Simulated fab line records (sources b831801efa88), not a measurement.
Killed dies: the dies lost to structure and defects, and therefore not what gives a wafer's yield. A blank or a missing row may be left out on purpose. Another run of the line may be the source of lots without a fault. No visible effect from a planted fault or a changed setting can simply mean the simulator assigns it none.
What tool caused it?	flow gf180mcu	33 wafers from 11 lots sampled at 4 of the route's 602 steps

== WHAT THE GAUGES SHOWED, per wafer ==
GF_MIM_RS_MEAS_10: a four-point-probe measurement.
lot	measured	on	MIM_ALCU_RS (ohm/sq)
L855	day 25 09:15	filmMetro-01	0.1590 0.1601 0.1586
L857	day 25 20:05	filmMetro-03	0.1597 0.1583 0.1597
L858	day 26 02:23	filmMetro-01	0.1605 0.1614 0.1614
L859	day 26 06:31	filmMetro-01	0.1591 0.1592 0.1588
L863	day 27 17:05	filmMetro-01	0.1588 0.1604 0.1600
L862	day 27 18:15	filmMetro-03	0.1563 0.1569 0.1610
L864	day 27 20:27	filmMetro-01	0.1578 0.1558 0.1625
L868	day 29 03:30	filmMetro-01	0.1612 0.1597 0.1601
L869	day 29 10:47	filmMetro-01	0.1575 0.2988 0.1581
L870	day 29 11:31	filmMetro-01	0.1626 0.1653 0.1595
L876	day 31 04:23	filmMetro-03	0.1615 0.1592 0.1613

== EACH LOT AND THE TOOL THAT RAN IT (in order: tool; ch and the chambers of the sampled wafers; start) ==
lot	GF_V4_CVD_02	GF_V4_ETCH_17	GF_MIM_SPUTTER_08
L855	pecvd-03 ch 1,2, day 24 08:57	rieDiel-01 ch 1,2,3, day 25 09:12 or earlier	pvdSputter-01, day 25 09:12
L857	pecvd-02 ch 0,1,2, day 24 19:28	rieDiel-01 ch 0,2, day 25 20:00 or earlier	pvdSputter-03, day 25 20:00
L858	pecvd-04 ch 0,2, day 25 01:37	rieDiel-02 ch 0,3, day 26 02:20 or earlier	pvdSputter-03, day 26 02:20
L859	pecvd-03 ch 0,1,2, day 25 07:12	rieDiel-04 ch 2,3, day 26 06:28 or earlier	pvdSputter-03, day 26 06:28
L863	pecvd-03 ch 1,2, day 26 18:37	rieDiel-01 ch 2,3, day 27 17:02 or earlier	pvdSputter-03, day 27 17:02
L862	pecvd-04 ch 0,1,2, day 26 19:57	rieDiel-02 ch 0,3, day 27 18:10 or earlier	pvdSputter-01, day 27 18:10
L864	pecvd-03 ch 1,2, day 26 21:59	rieDiel-01 ch 1,2, day 27 20:20 or earlier	pvdSputter-01, day 27 20:20
L868	pecvd-03 ch 0,1,2, day 28 05:34	rieDiel-01 ch 0,1, day 29 03:27 or earlier	pvdSputter-03, day 29 03:27
L869	pecvd-04 ch 0,1, day 28 13:34	rieDiel-01 ch 1,3, day 29 10:42 or earlier	pvdSputter-01, day 29 10:42
L870	pecvd-02 ch 0,1, day 28 14:12	rieDiel-04 ch 0,2,3, day 29 11:28 or earlier	pvdSputter-04, day 29 11:28
L876	pecvd-04 ch 0,1,2, day 30 08:00	rieDiel-02 ch 0,2,3, day 31 04:19 or earlier	pvdSputter-03, day 31 04:19
- GF_V4_CVD_02: deposits SiO2 from TEOS, target thk 850 nm, time 94.851 s.
- GF_V4_ETCH_17: etches SiO2 in C4F8/O2/Ar, stops on TiN, target depth 630 nm.
- GF_MIM_SPUTTER_08: material AlCu, target thk 200 nm, time 10.6 s.

== THE ANSWER, worked out from the rows above alone ==
Rule: the lots themselves supply what counts as usual. The widest of any qualifying gaps counts: lots, ordered by their means at a reading, are off when they make up no more than a third of the lots, leave a main group of 4 or more, and stand apart from it by 3 or more times the standard deviation of that group's means. A main group whose means are all the same, to the digits that the tables above print for the reading, isn't used. A lot without any number at a reading at which 4 lots or more have one is off too. Where the step has rows for the other lots, those lots are counted as sound.
Off: at GF_MIM_RS_MEAS_10 (MIM_ALCU_RS), L869. The main group: mean 0.1599 ohm/sq, standard deviation 0.0012.
A tool fits if, at a process step before that reading, it ran every lot that is off, and no sound lot after the first of them. Those tools and the gauges at GF_MIM_RS_MEAS_10 are tried in the same way. With no start given for some of its lots, GF_V4_ETCH_17 uses the hours and lot order of GF_MIM_SPUTTER_08. Undecided on this evidence; 2 tools fit (rieDiel-01 at GF_V4_ETCH_17, pvdSputter-01 at GF_MIM_SPUTTER_08).

== WHAT THE SIMULATOR PUT IN ==
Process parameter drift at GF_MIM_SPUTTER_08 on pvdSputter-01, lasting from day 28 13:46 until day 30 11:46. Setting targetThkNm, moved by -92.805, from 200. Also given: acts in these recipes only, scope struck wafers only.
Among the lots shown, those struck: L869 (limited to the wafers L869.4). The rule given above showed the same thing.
